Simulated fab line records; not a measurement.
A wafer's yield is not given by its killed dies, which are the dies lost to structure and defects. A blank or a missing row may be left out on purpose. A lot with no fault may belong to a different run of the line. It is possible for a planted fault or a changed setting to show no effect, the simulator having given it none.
Code-filled problem report in 8D (eight disciplines) form ; flow gf180mcu ; the parts of the form that need people (team, actions taken, sign-off) are left out

## 1. PROBLEM STATEMENT
Mean of tube-center-temp-C at GF_POLY_GATE_OXIDATION_16: 856.38 C across 6 wafers in 2 lots; on wafers with no fault it is 850.01 C (standard deviation 0.079). That puts it +81 standard deviations away from the usual mean.
The step: stabilise 600 s, purge 300 s, target thk 4 nm.
First observed at day 11 18:38: wafer L464.1, on furnace-02. The record has a number at this step for 39 wafers belonging to 13 lots. By rule, "out" or "out of limits" means more than 4 standard deviations away from the usual mean. All remaining wafers that have a number are taken as sound.

## 2. WHAT IT IS; WHAT IT IS NOT
question;is;is not
which readings at this step;tube-center-temp-C, spike-tc-bottom-C, spike-tc-centre-C, spike-tc-lower-C, spike-tc-upper-C, tube_center_temp_C_max;zone-power-lower-pct
which lots;L464, L465;L456, L457, L458, L459, L460, L474, L475, L476, L477, L478, L479
which wafers of those lots;all that have a number;-
read on which tools;furnace-02;furnace-01
when;from day 11 18:38;"up to then (15 sound wafers); but 18 sound wafers of L474, L475, L476, L477, L478, L479 came after"

## 3. THE SUSPECTS, EACH WITH WHAT RULES IT OUT
Counting: any tool at a process step up to the reading is kept as a suspect provided that every lot that is out went through it and no sound lot did after the first of them.
- furnace-02 at GF_POLY_GATE_OXIDATION_16 (stabilise 600 s, purge 300 s, target thk 4 nm): ruled out as a lasting fault. The sound lots L475, L476 went through it after L464, its earliest lot that is out (day 11 18:38).
Left after counting: nothing in the record.

## 4. THE CAUSE (what the simulator had put in)
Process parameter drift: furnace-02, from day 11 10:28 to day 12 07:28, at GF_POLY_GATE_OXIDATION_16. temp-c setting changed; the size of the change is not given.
Counting ruled it out, wrongly.

## 5. THE EFFECT CHAIN, in route order
Each row: a reading where the mean over the struck wafers with a number is more than 3 standard deviations away from the usual. Readings are gone through only where the record gives a usual standard deviation; hours: the median, over the lots, of the time from a lot's start at the first step in this table giving one to that lot's start at this step; sigmas: the change measured in usual standard deviations.
hours;step;reading;usual;on struck wafers;change;sigmas
0;GF_POLY_GATE_OXIDATION_16;spike-tc-bottom-C;867.1 C;873.6;+6.5;+6.5
0;GF_POLY_GATE_OXIDATION_16;spike-tc-centre-C;850.7 C;857.1;+6.4;+5.8
0;GF_POLY_GATE_OXIDATION_16;spike-tc-lower-C;852.1 C;859.7;+7.6;+5.0
0;GF_POLY_GATE_OXIDATION_16;spike-tc-top-C;860.9 C;866.1;+5.2;+5.3
0;GF_POLY_GATE_OXIDATION_16;spike-tc-upper-C;851.9 C;858.8;+6.9;+6.9
0;GF_POLY_GATE_OXIDATION_16;tube-center-temp-C;850.01 C;856.38;+6.37;+81
0;GF_POLY_GATE_OXIDATION_16;tube_center_temp_C_max;852.2;858.6;+6.4;+17
The process steps in it:
- GF_POLY_GATE_OXIDATION_16: stabilise 600 s, purge 300 s, target thk 4 nm.
Later steps that measure or inspect, where all struck wafers having a row at the step show a number for every such reading and not one has moved that far: GF_V2_BOW_MEAS_05, GF_V2_CD_MEAS_14, GF_V3_CD_MEAS_14.

## 6. WHAT WOULD HAVE CAUGHT IT SOONER
The fault began at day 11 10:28; the first out-of-limits reading in this record came at day 11 18:38, 8 hours later.
